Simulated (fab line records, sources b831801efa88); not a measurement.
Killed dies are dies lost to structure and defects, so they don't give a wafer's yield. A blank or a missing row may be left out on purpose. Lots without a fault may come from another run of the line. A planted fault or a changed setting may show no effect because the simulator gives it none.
fab line records | flow sky130
record lots=5 wafers=15 last_day=50
route steps=708 shown POLY_CUT@314 SD_P@320 RES_XHIGH@332 SD_N@342
lots that met no fault: from a run of the same line without faults
start_h: hours from the record's first day to the start of the lot's first wafer shown | wait_h: hours since the lot's step before | " the same as in the row above | L1.1+2: a row that stands for several wafers | - no value, or no start given | * or withheld: withheld | < > ~ a bound
route shown NAME@n: a module of which the file shows steps, and the number in the route of the first | usual: mean/standard deviation of fault-free wafers | same: alike in all rows | chamber/n: place in a boat | sites: the reading at each site | _std_site: their standard deviation | _edge_site: outer sites' mean less inner sites' | radius_mm: how far each site lies from the wafer's centre | mask NAME#n: copy n | behind: the tool/chamber that last shaped the wafer | hold: why the lot was held/for how many hours/how that ended | device: the transistor (n, p or np) that didn't switch | end of line: the same wafers' tests at the end of the route | a step without rows: its recipe alone | killed: dies lost to structure and defects at the first sort, not the wafer's yield | map: a wafer's dies, x killed, . not, _ none there
set.NAME: the setting as run; set.NAME@STEP: as run at that earlier step | model.NAME: the simulator's own value behind a step, which no gauge read
lots at some steps of the route; a table a step, a row a wafer
services: from which hour (start_h, from the record's first day; less than 0 if before it) a tool's chamber was out of use, for how many hours, and why
## steps
# step SKY_POLY_CUT_DEVELOP_07
# recipe develop_time_s=60 resist=KrF-thick dev_temp_c=21
# columns lot.wafer tool chamber start_h wait_h
L075.1+2+4 litho_track-03 0 - -
L080.1+5+6 litho_track-01 0 - -
L082.1+4+6 litho_track-03 0 - -
L083.1+5+6 litho_track-01 0 - -
L095.2+3+6 litho_track-01 0 - -
# step SKY_POLY_CUT_CD_MEAS_08
# recipe target_cd_nm=270
# usual cd_nm=269.6/1.4
# columns lot.wafer tool chamber start_h wait_h cd_nm
L075.1 cd_sem-02 - 569.50 - 268.3
L075.2 " - " " 270.4
L075.4 " - " " 271.4
L080.1 cd_sem-02 - 615.93 - 269.0
L080.5 " - " " 269.9
L080.6 " - " " 270.2
L082.1 cd_sem-01 - 624.15 - 269.6
L082.4 " - " " 269.1
L082.6 " - " " 269.4
L083.1 cd_sem-02 - 631.83 - 269.7
L083.5 " - " " 270.8
L083.6 " - " " 269.9
L095.2 cd_sem-02 - 732.65 - 270.1
L095.3 " - " " 270.7
L095.6 " - " " 270.2
# step SKY_POLY_CUT_OVL_MEAS_09
# usual POLY_CUT_OVL=-1/4.5
# columns lot.wafer tool chamber start_h wait_h POLY_CUT_OVL[nm]
L075.1 overlay-02 - 569.62 0.1 8
L075.2 " - " " 2
L075.4 " - " " 0
L080.1 overlay-02 - 616.05 0.1 -5
L080.5 " - " " -12
L080.6 " - " " -4
L082.1 overlay-01 - 624.27 0.1 1
L082.4 " - " " -2
L082.6 " - " " -4
L083.1 overlay-02 - 631.95 0.1 -2
L083.5 " - " " 6
L083.6 " - " " 3
L095.2 overlay-01 - 732.76 0.1 6
L095.3 " - " " 4
L095.6 " - " " -2
# step SKY_POLY_CUT_ETCH_10
# recipe chemistry=N2/H2 target=BARC ion_energy_ev=200 source_w=500 bias_w=100 pressure_mtorr=30 n2_flow_sccm=100 h2_flow_sccm=200 stop_on=SiO2 time_s=45.9 target_depth_a=600
# usual drypump_motor_current_A=5.90/0.25 oes_product_au=0.855/0.0048 throttle_valve_pct=13.226/0.009
# columns lot.wafer tool chamber start_h wait_h drypump_motor_current_A oes_product_au rf_hours_counter_h throttle_valve_pct
L075.1 rie_diel-04 2 569.65 0.0 5.75 0.862 35 13.237
L075.2 " 0 " " 5.67 0.850 35 13.234
L075.4 " 1 " " 6.22 0.860 2 13.224
L080.1 rie_diel-04 3 616.08 0.0 5.90 0.850 4 13.221
L080.5 " 0 " " 5.69 0.852 - 13.227
L080.6 " 1 " " 6.18 0.863 - 13.239
L082.1 rie_diel-02 1 624.30 0.0 6.30 0.849 1 13.220
L082.4 " 0 " " 5.74 0.855 27 13.206
L082.6 " 0 " " 5.73 0.855 - 13.228
L083.1 rie_diel-02 1 631.98 0.0 6.26 0.853 1 13.240
L083.5 " 3 " " 5.97 0.855 - 13.222
L083.6 " 1 " " 6.27 0.852 - 13.225
L095.2 rie_diel-04 2 732.79 0.0 5.70 0.852 38 13.212
L095.3 " 0 " " 5.70 0.860 38 13.213
L095.6 " 3 " " 5.90 0.858 - 13.216
# step SKY_POLY_CUT_ETCH_11
# recipe target=Si3N4 chemistry=CF4/CH2F2/Ar stop_on=poly-Si source_w=600 bias_w=150 pressure_mtorr=40 cf4_flow_sccm=40 ch2f2_flow_sccm=20 Ar_flow_sccm=150 time_s=42.5 target_depth_a=600
# usual drypump_motor_current_A=5.90/0.25 oes_product_au=0.827/0.0063 throttle_valve_pct=14.994/0.0097
# columns lot.wafer tool chamber start_h wait_h drypump_motor_current_A oes_product_au rf_hours_counter_h throttle_valve_pct
L075.1 rie_diel-04 2 569.70 0.0 5.71 0.824 35 14.974
L075.2 " 0 " " 5.66 0.836 35 14.995
L075.4 " 1 " " 6.17 0.833 2 14.986
L080.1 rie_diel-04 3 616.13 0.0 5.95 0.820 4 14.982
L080.5 " 0 " " 5.66 0.819 - 14.997
L080.6 " 1 " " 6.19 0.824 - 14.988
L082.1 rie_diel-02 1 624.35 0.0 6.26 0.828 1 14.993
L082.4 " 0 " " 5.72 0.841 27 14.983
L082.6 " 0 " " 5.72 0.828 - 14.991
L083.1 rie_diel-02 1 632.03 0.0 6.25 0.826 1 14.968
L083.5 " 3 " " 5.93 0.824 - 14.972
L083.6 " 1 " " 6.25 0.833 - 14.990
L095.2 rie_diel-04 2 732.83 0.0 5.71 0.832 38 14.991
L095.3 " 0 " " 5.66 0.821 38 14.998
L095.6 " 3 " " 5.90 0.839 - 14.989
# step SKY_POLY_CUT_STRIP_12
# recipe chemistry=O2/N2 power_w=1400 pressure_mtorr=1500 platen_temp_c=withheld o2_flow_sccm=3000 n2_flow_sccm=300 overash_fraction=0.5
# usual drypump_motor_current_A=5.7/0.47 oes_product_au=0.452/0.0045 strip_time_to_endpoint_s=5.359/0.02
# columns lot.wafer tool chamber start_h wait_h drypump_motor_current_A oes_product_au rf_hours_counter_h strip_time_to_endpoint_s
L075.1 plasma_asher-01 0 569.74 0.0 5.3 0.448 13 5.360
L075.2 " 1 " " 5.6 0.445 13 5.349
L075.4 " 0 " " 5.3 0.448 - 5.336
L080.1 plasma_asher-02 1 616.17 0.0 5.7 0.450 45 5.359
L080.5 " 0 " " 5.3 0.451 - 5.345
L080.6 " 1 " " 5.8 0.453 - 5.334
L082.1 plasma_asher-01 0 624.39 0.0 5.3 0.452 18 5.333
L082.4 " 1 " " 5.6 0.455 - 5.341
L082.6 " 1 " " 5.6 0.456 - 5.335
L083.1 plasma_asher-02 1 632.07 0.0 5.8 0.445 47 5.344
L083.5 " 1 " " 5.7 0.454 - 5.329
L083.6 " 0 " " 5.3 0.451 - 5.354
L095.2 plasma_asher-02 0 732.87 0.0 5.3 0.446 57 5.375
L095.3 " 0 " " 5.3 0.456 - 5.367
L095.6 " 0 " " 5.3 0.459 - 5.386
# step SKY_SD_P_DEHYDRATE_00
# recipe temp_c=200 time_s=60
# columns lot.wafer tool chamber start_h wait_h
L075.1+2+4 litho_track-03 0 584.15 14.4
L080.1+5+6 litho_track-02 0 630.08 13.9
L082.1+4+6 litho_track-03 0 638.15 13.7
L083.1+5+6 litho_track-03 0 645.95 13.8
L095.2+3+6 litho_track-02 0 745.85 13.0
# step SKY_SD_P_HMDS_01
# recipe prime_time_s=60 prime_temp_c=120
# columns lot.wafer tool chamber start_h wait_h
L075.1+2+4 litho_track-03 0 584.30 0.1
L080.1+5+6 litho_track-02 0 630.23 0.1
L082.1+4+6 litho_track-03 0 638.30 0.1
L083.1+5+6 litho_track-03 0 646.10 0.1
L095.2+3+6 litho_track-02 0 746.00 0.1
# step SKY_SD_P_COAT_02
# recipe resist=NOVOLAK spin_rpm=3000 resist_thk_nm=1140
# columns lot.wafer tool chamber start_h wait_h
L075.1+2+4 litho_track-03 0 584.45 0.1
L080.1+5+6 litho_track-02 0 630.38 0.1
L082.1+4+6 litho_track-03 0 638.45 0.1
L083.1+5+6 litho_track-03 0 646.25 0.1
L095.2+3+6 litho_track-02 0 746.15 0.1
# step SKY_SD_P_SOFTBAKE_03
# recipe temp_c=90 time_s=60 resist=NOVOLAK
# columns lot.wafer tool chamber start_h wait_h
L075.1+2+4 litho_track-03 0 584.60 0.1
L080.1+5+6 litho_track-02 0 630.53 0.1
L082.1+4+6 litho_track-03 0 638.60 0.1
L083.1+5+6 litho_track-03 0 646.40 0.1
L095.2+3+6 litho_track-02 0 746.30 0.1
# step SKY_SD_P_EXPOSE_04
# recipe mask_id=PSDM na=0.6 source_shape=conventional sigma_outer=0.6 polarization=unpolarized target_cd_nm=380 dose_mj=138
# usual reticle_temp_C=22.99/0.1
# columns lot.wafer tool chamber start_h wait_h mask reticle_temp_C
L075.1 iline_stepper-02 0 - - PSDM#0 23.08
L075.2 " 0 " " PSDM#0 23.03
L075.4 " 0 " " PSDM#0 23.10
L080.1 iline_stepper-01 0 - - PSDM#0 23.07
L080.5 " 0 " " PSDM#0 23.08
L080.6 " 0 " " PSDM#0 22.97
L082.1 iline_stepper-02 0 - - PSDM#0 22.98
L082.4 " 0 " " PSDM#0 23.04
L082.6 " 0 " " PSDM#0 23.00
L083.1 iline_stepper-01 0 - - PSDM#0 22.93
L083.5 " 0 " " PSDM#0 22.98
L083.6 " 0 " " PSDM#0 23.00
L095.2 iline_stepper-01 0 - - PSDM#0 23.07
L095.3 " 0 " " PSDM#0 23.08
L095.6 " 0 " " PSDM#0 23.17
# step SKY_SD_P_PEB_05
# recipe temp_c=withheld time_s=* resist=NOVOLAK
# columns lot.wafer tool chamber start_h wait_h
L075.1+2+4 litho_track-02 0 - -
L080.1+5+6 litho_track-03 0 - -
L082.1+4+6 litho_track-03 0 - -
L083.1+5+6 litho_track-03 0 - -
L095.2+3+6 litho_track-04 0 - -
# step SKY_SD_P_DEVELOP_06
# recipe resist=NOVOLAK developer=TMAH develop_time_s=60 dev_temp_c=23
# columns lot.wafer tool chamber start_h wait_h
L075.1+2+4 litho_track-02 0 599.33 0.1
L080.1+5+6 litho_track-03 0 644.35 0.1
L082.1+4+6 litho_track-03 0 653.00 0.1
L083.1+5+6 litho_track-03 0 660.85 0.1
L095.2+3+6 litho_track-04 0 759.81 0.1
# step SKY_SD_P_CD_MEAS_07
# recipe target_cd_nm=380
# usual cd_nm=380.1/2.7
# columns lot.wafer tool chamber start_h wait_h cd_nm
L075.1 cd_sem-01 - 599.48 0.1 385.1
L075.2 " - " " 384.3
L075.4 " - " " 385.8
L080.1 cd_sem-02 - 644.50 0.1 378.8
L080.5 " - " " 378.1
L080.6 " - " " 378.9
L082.1 cd_sem-01 - 653.15 0.1 382.1
L082.4 " - " " 382.1
L082.6 " - " " 382.5
L083.1 cd_sem-01 - 661.00 0.1 383.1
L083.5 " - " " 381.7
L083.6 " - " " 380.0
L095.2 cd_sem-02 - 759.96 0.1 383.6
L095.3 " - " " 379.8
L095.6 " - " " 384.1
# step SKY_SD_P_OVL_MEAS_08
# usual SD_P_OVL=0.8/1.3
# columns lot.wafer tool chamber start_h wait_h SD_P_OVL[nm]
L075.1 overlay-02 - 599.60 0.1 1.9
L075.2 " - " " 2.0
L075.4 " - " " 0.8
L080.1 overlay-01 - 644.62 0.1 0.9
L080.5 " - " " -0.5
L080.6 " - " " 0.8
L082.1 overlay-01 - 653.27 0.1 1.7
L082.4 " - " " 0.2
L082.6 " - " " -0.4
L083.1 overlay-01 - 661.12 0.1 1.6
L083.5 " - " " 0.0
L083.6 " - " " 1.2
L095.2 overlay-01 - 760.06 0.1 -0.6
L095.3 " - " " 1.9
L095.6 " - " " 0.5
# step SKY_SD_P_IMPLANT_09
# recipe species=BF2 energy_kev=20 dose_cm2=3e+15 tilt_deg=0
# usual beam_energy_keV=20.001/0.0061
# columns lot.wafer tool chamber start_h wait_h beam_energy_keV
L075.1 implanter-04 0 599.63 0.0 19.998
L075.2 " 0 " " 20.002
L075.4 " 0 " " 19.983
L080.1 implanter-03 0 644.65 0.0 20.004
L080.5 " 0 " " 19.996
L080.6 " 0 " " 19.993
L082.1 implanter-04 0 653.30 0.0 19.995
L082.4 " 0 " " 20.003
L082.6 " 0 " " 19.996
L083.1 implanter-02 0 661.15 0.0 20.003
L083.5 " 0 " " 20.007
L083.6 " 0 " " 20.005
L095.2 implanter-02 0 760.12 0.0 20.004
L095.3 " 0 " " 20.007
L095.6 " 0 " " 20.003
# step SKY_SD_P_STRIP_10
# recipe chemistry=O2/N2 power_w=1400 pressure_mtorr=1500 platen_temp_c=withheld o2_flow_sccm=3000 n2_flow_sccm=300 overash_fraction=0.5
# usual drypump_motor_current_A=5.9/0.42 oes_product_au=0.617/0.0047 strip_time_to_endpoint_s=17.49/0.04
# columns lot.wafer tool chamber start_h wait_h drypump_motor_current_A oes_product_au rf_hours_counter_h strip_time_to_endpoint_s
L075.1 plasma_asher-03 0 599.78 0.1 6.7 0.615 77 17.50
L075.2 " 1 " " 5.6 0.618 77 17.54
L075.4 " 0 " " 6.7 0.621 - 17.59
L080.1 plasma_asher-04 1 644.80 0.1 6.2 0.622 99 17.51
L080.5 " 0 " " 5.9 0.618 - 17.49
L080.6 " 1 " " 6.2 0.618 - 17.49
L082.1 plasma_asher-04 1 653.45 0.1 6.2 0.615 100 17.54
L082.4 " 1 " " 6.2 0.621 - 17.54
L082.6 " 1 " " 6.2 0.621 - 17.52
L083.1 plasma_asher-04 1 661.30 0.1 6.2 0.618 100 17.53
L083.5 " 0 " " 5.9 0.617 - 17.52
L083.6 " 1 " " 6.2 0.615 - 17.57
L095.2 plasma_asher-04 1 760.24 0.1 6.2 0.614 2 17.55
L095.3 " 1 " " 6.2 0.615 - 17.52
L095.6 " 1 " " 6.2 0.616 - 17.50
# step SKY_SD_P_TW_MEAS_11
# usual SD_P_TW=2831/20
# columns lot.wafer tool chamber start_h wait_h SD_P_TW
L075.1 film_metro-02 - 599.88 0.1 2839
L075.2 " - " " 2829
L075.4 " - " " 2845
L080.1 film_metro-03 - 644.90 0.1 2821
L080.5 " - " " 2815
L080.6 " - " " 2816
L082.1 film_metro-03 - 653.55 0.1 2807
L082.4 " - " " 2791
L082.6 " - " " 2803
L083.1 film_metro-02 - 661.40 0.1 2867
L083.5 " - " " 2845
L083.6 " - " " 2870
L095.2 film_metro-01 - 760.35 0.1 2840
L095.3 " - " " 2842
L095.6 " - " " 2829
# step SKY_RES_XHIGH_DEHYDRATE_00
# recipe temp_c=200 time_s=60
# columns lot.wafer tool chamber start_h wait_h
L075.1+2+4 litho_track-02 0 613.33 13.4
L080.1+5+6 litho_track-04 0 658.99 14.1
L082.1+4+6 litho_track-02 0 667.48 13.9
L083.1+5+6 litho_track-04 0 674.19 12.8
L095.2+3+6 litho_track-04 0 773.01 12.6
# step SKY_RES_XHIGH_HMDS_01
# recipe prime_time_s=60 prime_temp_c=120
# columns lot.wafer tool chamber start_h wait_h
L075.1+2+4 litho_track-02 0 613.48 0.1
L080.1+5+6 litho_track-04 0 659.14 0.1
L082.1+4+6 litho_track-02 0 667.63 0.1
L083.1+5+6 litho_track-04 0 674.34 0.1
L095.2+3+6 litho_track-04 0 773.16 0.1
# step SKY_RES_XHIGH_COAT_02
# recipe resist=NOVOLAK spin_rpm=3000 resist_thk_nm=1140
# columns lot.wafer tool chamber start_h wait_h
L075.1+2+4 litho_track-02 0 613.63 0.1
L080.1+5+6 litho_track-04 0 659.29 0.1
L082.1+4+6 litho_track-02 0 667.78 0.1
L083.1+5+6 litho_track-04 0 674.49 0.1
L095.2+3+6 litho_track-04 0 773.31 0.1
# step SKY_RES_XHIGH_SOFTBAKE_03
# recipe temp_c=90 time_s=60 resist=NOVOLAK
# columns lot.wafer tool chamber start_h wait_h
L075.1+2+4 litho_track-02 0 613.78 0.1
L080.1+5+6 litho_track-04 0 659.44 0.1
L082.1+4+6 litho_track-02 0 667.93 0.1
L083.1+5+6 litho_track-04 0 674.64 0.1
L095.2+3+6 litho_track-04 0 773.46 0.1
# step SKY_RES_XHIGH_EXPOSE_04
# recipe mask_id=URPM na=0.6 source_shape=conventional sigma_outer=0.6 polarization=unpolarized target_cd_nm=1270 dose_mj=140
# usual reticle_temp_C=22.98/0.1
# columns lot.wafer tool chamber start_h wait_h mask reticle_temp_C
L075.1 iline_stepper-01 0 - - URPM#0 22.91
L075.2 " 0 " " URPM#0 23.31
L075.4 " 0 " " URPM#0 23.08
L080.1 iline_stepper-02 0 - - URPM#0 22.83
L080.5 " 0 " " URPM#0 22.82
L080.6 " 0 " " URPM#0 22.90
L082.1 iline_stepper-02 0 - - URPM#0 22.90
L082.4 " 0 " " URPM#0 22.94
L082.6 " 0 " " URPM#0 22.97
L083.1 iline_stepper-01 0 - - URPM#0 23.05
L083.5 " 0 " " URPM#0 23.19
L083.6 " 0 " " URPM#0 23.14
L095.2 iline_stepper-01 0 - - URPM#0 23.05
L095.3 " 0 " " URPM#0 23.04
L095.6 " 0 " " URPM#0 22.94
# step SKY_RES_XHIGH_PEB_05
# recipe temp_c=withheld time_s=* resist=NOVOLAK
# columns lot.wafer tool chamber start_h wait_h
L075.1+2+4 litho_track-01 0 - -
L080.1+5+6 litho_track-01 0 - -
L082.1+4+6 litho_track-02 0 - -
L083.1+5+6 litho_track-04 0 - -
L095.2+3+6 litho_track-02 0 - -
# step SKY_RES_XHIGH_DEVELOP_06
# recipe resist=NOVOLAK developer=TMAH develop_time_s=60 dev_temp_c=23
# columns lot.wafer tool chamber start_h wait_h
L075.1+2+4 litho_track-01 0 628.18 0.1
L080.1+5+6 litho_track-01 0 672.68 0.1
L082.1+4+6 litho_track-02 0 681.73 0.1
L083.1+5+6 litho_track-04 0 688.64 0.1
L095.2+3+6 litho_track-02 0 786.50 0.1
# step SKY_RES_XHIGH_IMPLANT_07
# recipe species=BF2 energy_kev=20 dose_cm2=3.6e+14 tilt_deg=0
# usual beam_energy_keV=20.001/0.006
# columns lot.wafer tool chamber start_h wait_h beam_energy_keV
L075.1 implanter-04 0 628.33 0.1 20.002
L075.2 " 0 " " 20.003
L075.4 " 0 " " 20.006
L080.1 implanter-01 0 672.83 0.1 20.002
L080.5 " 0 " " 19.995
L080.6 " 0 " " 19.990
L082.1 implanter-03 0 681.88 0.1 20.001
L082.4 " 0 " " 19.995
L082.6 " 0 " " 20.000
L083.1 implanter-03 0 688.79 0.1 20.008
L083.5 " 0 " " 20.008
L083.6 " 0 " " 20.005
L095.2 implanter-01 0 786.65 0.1 19.997
L095.3 " 0 " " 19.995
L095.6 " 0 " " 19.991
# step SKY_RES_XHIGH_STRIP_08
# recipe chemistry=O2/N2 power_w=1400 pressure_mtorr=1500 platen_temp_c=withheld o2_flow_sccm=3000 n2_flow_sccm=300 overash_fraction=0.5
# usual drypump_motor_current_A=5.7/0.33 oes_product_au=0.711/0.0049 strip_time_to_endpoint_s=14.27/0.044
# columns lot.wafer tool chamber start_h wait_h drypump_motor_current_A oes_product_au rf_hours_counter_h strip_time_to_endpoint_s
L075.1 plasma_asher-02 1 628.48 0.1 5.8 0.706 47 14.28
L075.2 " 0 " " 5.3 0.708 47 14.24
L075.4 " 1 " " 5.8 0.706 - 14.25
L080.1 plasma_asher-02 0 672.98 0.1 5.3 0.709 51 14.24
L080.5 " 1 " " 5.7 0.716 - 14.22
L080.6 " 0 " " 5.3 0.719 - 14.19
L082.1 plasma_asher-01 0 682.03 0.1 5.3 0.710 24 14.36
L082.4 " 1 " " 5.6 0.716 - 14.32
L082.6 " 0 " " 5.3 0.711 - 14.31
L083.1 plasma_asher-02 0 688.94 0.1 5.3 0.711 53 14.29
L083.5 " 0 " " 5.3 0.716 - 14.24
L083.6 " 1 " " 5.7 0.696 - 14.28
L095.2 plasma_asher-04 1 786.78 0.1 6.2 0.709 4 14.25
L095.3 " 0 " " 5.9 0.701 - 14.22
L095.6 " 1 " " 6.2 0.705 - 14.25
# step SKY_RES_XHIGH_TW_MEAS_09
# usual RES_XHIGH_TW=1642/12
# columns lot.wafer tool chamber start_h wait_h RES_XHIGH_TW
L075.1 film_metro-03 - 628.58 0.1 1637
L075.2 " - " " 1639
L075.4 " - " " 1638
L080.1 film_metro-01 - 673.08 0.1 1661
L080.5 " - " " 1658
L080.6 " - " " 1647
L082.1 film_metro-02 - 682.13 0.1 1659
L082.4 " - " " 1653
L082.6 " - " " 1646
L083.1 film_metro-02 - 689.04 0.1 1657
L083.5 " - " " 1653
L083.6 " - " " 1651
L095.2 film_metro-02 - 786.89 0.1 1635
L095.3 " - " " 1646
L095.6 " - " " 1648
# step SKY_SD_N_DEHYDRATE_00
# recipe temp_c=200 time_s=60
# columns lot.wafer tool chamber start_h wait_h
L075.1+2+4 litho_track-04 0 641.69 13.1
L080.1+5+6 litho_track-03 0 686.30 13.2
L082.1+4+6 litho_track-04 0 695.89 13.7
L083.1+5+6 litho_track-04 0 702.04 13.0
L095.2+3+6 litho_track-03 0 799.07 12.2
# step SKY_SD_N_HMDS_01
# recipe prime_time_s=60 prime_temp_c=120
# columns lot.wafer tool chamber start_h wait_h
L075.1+2+4 litho_track-04 0 641.84 0.1
L080.1+5+6 litho_track-03 0 686.45 0.1
L082.1+4+6 litho_track-04 0 696.04 0.1
L083.1+5+6 litho_track-04 0 702.19 0.1
L095.2+3+6 litho_track-03 0 799.22 0.1
# step SKY_SD_N_COAT_02
# recipe resist=NOVOLAK spin_rpm=3000 resist_thk_nm=1140
# columns lot.wafer tool chamber start_h wait_h
L075.1+2+4 litho_track-04 0 641.99 0.1
L080.1+5+6 litho_track-03 0 686.60 0.1
L082.1+4+6 litho_track-04 0 696.19 0.1
L083.1+5+6 litho_track-04 0 702.34 0.1
L095.2+3+6 litho_track-03 0 799.37 0.1
# step SKY_SD_N_SOFTBAKE_03
# recipe temp_c=90 time_s=60 resist=NOVOLAK
# columns lot.wafer tool chamber start_h wait_h
L075.1+2+4 litho_track-04 0 642.14 0.1
L080.1+5+6 litho_track-03 0 686.75 0.1
L082.1+4+6 litho_track-04 0 696.34 0.1
L083.1+5+6 litho_track-04 0 702.49 0.1
L095.2+3+6 litho_track-03 0 799.52 0.1
# step SKY_SD_N_EXPOSE_04
# recipe mask_id=NSDM na=0.6 source_shape=conventional sigma_outer=0.6 polarization=unpolarized target_cd_nm=380 dose_mj=141
# usual reticle_temp_C=23.03/0.11
# columns lot.wafer tool chamber start_h wait_h mask reticle_temp_C
L075.1 iline_stepper-01 0 - - NSDM#0 23.12
L075.2 " 0 " " NSDM#0 23.04
L075.4 " 0 " " NSDM#0 23.03
L080.1 iline_stepper-01 0 - - NSDM#0 22.99
L080.5 " 0 " " NSDM#0 23.06
L080.6 " 0 " " NSDM#0 23.00
L082.1 iline_stepper-02 0 - - NSDM#0 23.11
L082.4 " 0 " " NSDM#0 23.11
L082.6 " 0 " " NSDM#0 23.00
L083.1 iline_stepper-02 0 - - NSDM#0 23.02
L083.5 " 0 " " NSDM#0 22.99
L083.6 " 0 " " NSDM#0 22.89
L095.2 iline_stepper-02 0 - - NSDM#0 22.87
L095.3 " 0 " " NSDM#0 22.77
L095.6 " 0 " " NSDM#0 22.82
# step SKY_SD_N_PEB_05
# recipe temp_c=withheld time_s=* resist=NOVOLAK
# columns lot.wafer tool chamber start_h wait_h
L075.1+2+4 litho_track-04 0 - -
L080.1+5+6 litho_track-01 0 - -
L082.1+4+6 litho_track-04 0 - -
L083.1+5+6 litho_track-01 0 - -
L095.2+3+6 litho_track-04 0 - -
# step SKY_SD_N_DEVELOP_06
# recipe resist=NOVOLAK developer=TMAH develop_time_s=60 dev_temp_c=23
# columns lot.wafer tool chamber start_h wait_h
L075.1+2+4 litho_track-04 0 656.54 0.1
L080.1+5+6 litho_track-01 0 700.38 0.1
L082.1+4+6 litho_track-04 0 709.69 0.1
L083.1+5+6 litho_track-01 0 716.13 0.1
L095.2+3+6 litho_track-04 0 813.11 0.1
# step SKY_SD_N_CD_MEAS_07
# recipe target_cd_nm=380
# usual cd_nm=380.8/2.2
# columns lot.wafer tool chamber start_h wait_h cd_nm
L075.1 cd_sem-02 - 656.69 0.1 379.5
L075.2 " - " " 377.8
L075.4 " - " " 378.0
L080.1 cd_sem-02 - 700.53 0.1 377.8
L080.5 " - " " 379.5
L080.6 " - " " 379.4
L082.1 cd_sem-01 - 709.84 0.1 380.2
L082.4 " - " " 381.1
L082.6 " - " " 380.1
L083.1 cd_sem-02 - 716.28 0.1 380.1
L083.5 " - " " 381.4
L083.6 " - " " 381.3
L095.2 cd_sem-01 - 813.26 0.1 381.7
L095.3 " - " " 383.5
L095.6 " - " " 382.3
# step SKY_SD_N_OVL_MEAS_08
# usual SD_N_OVL=0.1/1.4
# columns lot.wafer tool chamber start_h wait_h SD_N_OVL[nm]
L075.1 overlay-01 - 656.81 0.1 0.5
L075.2 " - " " -2.5
L075.4 " - " " 1.1
L080.1 overlay-01 - 700.65 0.1 1.5
L080.5 " - " " 1.3
L080.6 " - " " 0.8
L082.1 overlay-01 - 709.96 0.1 0.6
L082.4 " - " " -0.5
L082.6 " - " " 1.8
L083.1 overlay-01 - 716.40 0.1 -0.1
L083.5 " - " " -0.6
L083.6 " - " " -1.6
L095.2 overlay-02 - 813.36 0.1 0.0
L095.3 " - " " -0.2
L095.6 " - " " -0.9
# step SKY_SD_N_IMPLANT_09
# recipe species=As energy_kev=50 dose_cm2=4e+15 tilt_deg=0
# usual beam_energy_keV=49.999/0.015
# columns lot.wafer tool chamber start_h wait_h beam_energy_keV
L075.1 implanter-04 0 656.84 0.0 49.978
L075.2 " 0 " " 49.970
L075.4 " 0 " " 49.988
L080.1 implanter-01 0 700.68 0.0 49.976
L080.5 " 0 " " 50.001
L080.6 " 0 " " 49.989
L082.1 implanter-01 0 710.05 0.1 50.020
L082.4 " 0 " " 50.007
L082.6 " 0 " " 50.030
L083.1 implanter-02 0 716.44 0.0 49.992
L083.5 " 0 " " 50.031
L083.6 " 0 " " 49.995
L095.2 implanter-01 0 813.42 0.0 49.986
L095.3 " 0 " " 50.008
L095.6 " 0 " " 50.020
# step SKY_SD_N_IMPLANT_10
# recipe species=P energy_kev=20 dose_cm2=1e+14 tilt_deg=0
# usual beam_energy_keV=20.001/0.0058
# columns lot.wafer tool chamber start_h wait_h beam_energy_keV
L075.1 implanter-04 0 656.99 0.1 20.014
L075.2 " 0 " " 20.015
L075.4 " 0 " " 20.003
L080.1 implanter-01 0 700.83 0.1 19.999
L080.5 " 0 " " 20.002
L080.6 " 0 " " 20.005
L082.1 implanter-01 0 710.20 0.1 20.013
L082.4 " 0 " " 19.996
L082.6 " 0 " " 20.002
L083.1 implanter-02 0 716.59 0.1 19.997
L083.5 " 0 " " 19.998
L083.6 " 0 " " 20.004
L095.2 implanter-01 0 813.57 0.1 20.004
L095.3 " 0 " " 20.003
L095.6 " 0 " " 19.989
# step SKY_SD_N_STRIP_11
# recipe chemistry=O2/N2 power_w=1400 pressure_mtorr=1500 platen_temp_c=withheld o2_flow_sccm=3000 n2_flow_sccm=300 overash_fraction=0.5
# usual drypump_motor_current_A=5.9/0.48 oes_product_au=0.528/0.0045 strip_time_to_endpoint_s=22.55/0.038
# columns lot.wafer tool chamber start_h wait_h drypump_motor_current_A oes_product_au rf_hours_counter_h strip_time_to_endpoint_s
L075.1 plasma_asher-04 0 657.14 0.1 5.8 0.522 100 22.53
L075.2 " 1 " " 6.2 0.522 100 22.50
L075.4 " 0 " " 5.9 0.527 - 22.56
L080.1 plasma_asher-01 1 700.98 0.1 5.6 0.534 26 22.62
L080.5 " 1 " " 5.6 0.525 - 22.61
L080.6 " 0 " " 5.2 0.526 - 22.59
L082.1 plasma_asher-04 1 710.35 0.1 6.2 0.535 106 22.57
L082.4 " 1 " " 6.2 0.520 - 22.49
L082.6 " 0 " " 5.9 0.530 - 22.53
L083.1 plasma_asher-03 1 716.74 0.1 5.5 0.534 88 22.59
L083.5 " 0 " " 6.7 0.526 - 22.54
L083.6 " 1 " " 5.5 0.536 - 22.61
L095.2 plasma_asher-01 1 813.69 0.1 5.6 0.530 37 22.59
L095.3 " 1 " " 5.6 0.527 - 22.59
L095.6 " 1 " " 5.6 0.528 - 22.57
# step SKY_SD_N_TW_MEAS_12
# usual SD_N_TW=3995/41
# columns lot.wafer tool chamber start_h wait_h SD_N_TW
L075.1 film_metro-03 - 657.24 0.1 3964
L075.2 " - " " 3977
L075.4 " - " " 3947
L080.1 film_metro-03 - 701.08 0.1 3935
L080.5 " - " " 3947
L080.6 " - " " 3936
L082.1 film_metro-03 - 710.45 0.1 3935
L082.4 " - " " 3937
L082.6 " - " " 3922
L083.1 film_metro-01 - 716.84 0.1 4031
L083.5 " - " " 4015
L083.6 " - " " 4025
L095.2 film_metro-03 - 813.80 0.1 4070
L095.3 " - " " 4055
L095.6 " - " " 4089
## services
# columns tool chamber start_h hours kind
iline_stepper-01 - 547.98 1.7 pm
iline_stepper-02 - 565.90 0.6 repair
plasma_asher-02 - 578.45 1.5 repair
implanter-03 - 627.89 1.0 repair
implanter-03 - 628.92 1.8 pm
rie_diel-02 2 630.44 8.7 repair
rie_diel-02 0 632.93 2.8 repair
rie_diel-04 - 636.75 0.2 repair
rie_diel-04 - 637.61 14.6 pm
iline_stepper-02 - 639.11 1.7 pm
rie_diel-02 0 656.99 7.7 repair
implanter-02 - 659.48 1.5 repair
plasma_asher-01 - 669.85 1.6 repair
implanter-02 - 670.73 3.1 repair
implanter-04 - 679.68 52.7 pm
rie_diel-04 1 704.55 23.6 repair
rie_diel-04 0 706.85 10.2 repair
plasma_asher-04 - 733.75 9.0 pm
rie_diel-02 0 737.60 8.1 repair
rie_diel-02 1 758.74 11.3 repair
iline_stepper-01 - 766.16 1.7 pm
implanter-02 - 766.55 2.0 repair
plasma_asher-02 - 791.74 2.6 repair
rie_diel-02 2 796.98 5.3 repair
## key
fault none
